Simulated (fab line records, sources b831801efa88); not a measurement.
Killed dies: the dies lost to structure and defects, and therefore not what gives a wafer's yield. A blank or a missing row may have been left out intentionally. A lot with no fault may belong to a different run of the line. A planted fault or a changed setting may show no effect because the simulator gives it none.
Chamber matching || flow sfq line || SFQ_TRILAYER_I3_CMP_CMP_082 on cmp-01: 4 sister chambers
The step polishes SiO2. 8 wafers are shown with their chamber, then 8 later ones without.

== WAFERS PAIRED WITH THEIR CHAMBERS ==
{"wafer": "L211.4", "chamber": 0, "motor current A (A)": 10.6, "time to endpoint s (s)": 213}
{"wafer": "L211.6", "chamber": 3, "motor current A (A)": 9.5, "time to endpoint s (s)": 216}
{"wafer": "L214.1", "chamber": 1, "motor current A (A)": 10.2, "time to endpoint s (s)": 209}
{"wafer": "L214.4", "chamber": 2, "motor current A (A)": 10.4, "time to endpoint s (s)": 216}
{"wafer": "L214.3", "chamber": 0, "motor current A (A)": 11.4, "time to endpoint s (s)": 205}
{"wafer": "L215.2", "chamber": 3, "motor current A (A)": 10.3, "time to endpoint s (s)": 220}
{"wafer": "L215.4", "chamber": 2, "motor current A (A)": 10.2, "time to endpoint s (s)": 211}
{"wafer": "L215.6", "chamber": 1, "motor current A (A)": 10.3, "time to endpoint s (s)": 219}

== WAFERS WHOSE CHAMBER IS MISSING ==
{"wafer": "L216.3", "motor current A (A)": 11.1, "time to endpoint s (s)": 195}
{"wafer": "L216.4", "motor current A (A)": 9.9, "time to endpoint s (s)": 212}
{"wafer": "L216.5", "motor current A (A)": 10.5, "time to endpoint s (s)": 205}
{"wafer": "L226.2", "motor current A (A)": 9.6, "time to endpoint s (s)": 198}
{"wafer": "L226.6", "motor current A (A)": 10.9, "time to endpoint s (s)": 200}
{"wafer": "L228.4", "motor current A (A)": 9.9, "time to endpoint s (s)": 216}
{"wafer": "L228.5", "motor current A (A)": 10.0, "time to endpoint s (s)": 193}
{"wafer": "L228.6", "motor current A (A)": 10.9, "time to endpoint s (s)": 205}

== WHICH CHAMBER EACH ONE RAN IN ==
{"wafer": "L216.3", "from the rows above": "can't be placed: 0 or 2 or 1", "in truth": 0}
{"wafer": "L216.4", "from the rows above": "can't be placed: 1 or 2 or 3 or 0", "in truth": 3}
{"wafer": "L216.5", "from the rows above": "can't be placed: 0 or 2 or 1 or 3", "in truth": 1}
{"wafer": "L226.2", "from the rows above": "can't be placed: 2 or 1 or 3 or 0", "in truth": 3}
{"wafer": "L226.6", "from the rows above": "can't be placed: 0 or 2 or 1", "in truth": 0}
{"wafer": "L228.4", "from the rows above": "can't be placed: 3 or 1 or 2", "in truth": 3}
{"wafer": "L228.5", "from the rows above": "can't be placed: 0 or 2 or 1 or 3", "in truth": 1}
{"wafer": "L228.6", "from the rows above": "can't be placed: 0 or 2 or 1", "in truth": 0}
0 of 8 placed correctly. Unplaceable from these rows: 8, with the true chamber sitting among the candidates in 8. 0 placed wrongly.
How it was worked out, from the rows above alone: a wafer's distance from a chamber is the root of the sum, over the readings, of the square of ((its reading less the chamber's mean) divided by the reading's scatter). If the next closest chamber is less than 2 further off than the closest, the wafer can't be placed; otherwise it belongs to the closest. A chamber's mean is the mean of its shown wafers. The scatter is the square root of a quotient: the sum, over the shown wafers, of each reading's squared deviation from its chamber's mean, divided by wafers minus chambers.
